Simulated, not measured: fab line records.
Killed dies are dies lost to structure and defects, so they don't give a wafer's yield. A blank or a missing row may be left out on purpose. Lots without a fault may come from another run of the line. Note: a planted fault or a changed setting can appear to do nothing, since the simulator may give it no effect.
A lot that was struck, set against a sound lot ; flow sfq line ; 13 steps out of a route of 325
Sound: these wafers, L940.1, L940.2, L940.4. Struck: wafers L958.2, L958.5 (left out: L958.6, a lot-mate that was not struck); the cause follows at the end.
Order at every step that has rows: each side's tool, ch and its chambers, its first start. Under that, the readings that differ: sound wafers ; struck wafers ; difference of the means ; sigmas: that difference in standard deviations of wafers without a fault.
alike: readings with means less than 2 such deviations apart, plus words and numbers identical on both sides. not compared: withheld readings, readings lacking a value on some wafer, bounds such as >300 that could conceal the same value, and numbers that have no deviation in the record and whose values overlap.
The two part at a step that has a row with sigmas, a row that says differs or no value, or rows on one side only. When numbers do not overlap yet have no deviation, they are printed without sigmas and do not part them. A reading that every wafer of one side lacks parts them only if that side has two wafers or more.

first, 1 step without rows for these wafers: SFQ_TRILAYER_M4_DEP_PRE_CLEAN_092 (time 22.5 s).
SFQ_TRILAYER_M4_DEP_SPUTTER_091: material Nb, target thk 200 nm, time 133.3 s.
  sound: pvd sputter-06 at day 35 02:08; struck: pvd sputter-03 at day 49 05:49
  alike: chamber pressure pa, resputter cathode voltage v, throttle valve pct
SFQ_M4_RS_MEAS_924: uses a four-point probe to measure.
  sound: film metro-03 at day 35 02:13; struck: film metro-02 at day 49 05:55
  alike: M4_NB_RS
then, 6 steps without rows for these wafers: SFQ_TRILAYER_M4_LITHO_COAT_098 (resist thk 62 nm); SFQ_TRILAYER_M4_LITHO_COAT_093 (resist thk 600 nm); SFQ_TRILAYER_M4_LITHO_SOFTBAKE_097; SFQ_TRILAYER_M4_LITHO_EXPOSE_094 (exposes mask M4, target cd 500 nm); SFQ_TRILAYER_M4_LITHO_PEB_096 (peb time 60 s); SFQ_TRILAYER_M4_LITHO_DEVELOP_095 (time 60 s).
SFQ_M4_OVL_MEAS_926:
  sound: overlay-01 at day 40 11:10; struck: overlay-02 at day 50 03:37
  alike: M4_OVL
SFQ_TRILAYER_M4_BARC_OPEN_METAL_ETCH_123: etches BARC in O2, target depth 125 nm, time 41.7 s.
  sound on rie metal-03 ch 0,1, day 40 11:12; struck on rie metal-03 ch 0, day 50 03:39
  alike: drypump motor current A, oes product au
  not compared: rf hours counter h
SFQ_TRILAYER_M4_ETCH_METAL_ETCH_096: etches Nb in Cl2/Ar, stops on SiO2, target depth 240 nm, time 120 s.
  sound on rie metal-03 ch 0,1, day 40 11:16; struck on rie metal-03 ch 0, day 50 03:43
reading;sound;struck;difference;sigmas
model.KrF_of_TRILAYER_M4_LITHO_COAT_093.thk nm (nm);378.3 381.3 380.9;314.3 314.3;-65.9;
model.M4.feature depth nm (nm);200.9 199.4 201.8;212.2 214.2;+12.5;
model.SiO2_of_TRILAYER_I3_DEP_PECVD_081.thk nm (nm);190.8 191.8 192.3;178.6 179.1;-12.8;
  alike: drypump motor current A, oes product au
  not compared: rf hours counter h
SFQ_TRILAYER_M4_STRIP_STRIP_097: strips in O2.
  sound on rie metal-03 ch 0,1, day 40 11:23; struck on rie metal-03 ch 0, day 50 03:50
  alike: drypump motor current A, oes product au
  not compared: rf hours counter h

== WHERE THEY PART ==
Nowhere in this record.

WHY: what had been put in by the simulator
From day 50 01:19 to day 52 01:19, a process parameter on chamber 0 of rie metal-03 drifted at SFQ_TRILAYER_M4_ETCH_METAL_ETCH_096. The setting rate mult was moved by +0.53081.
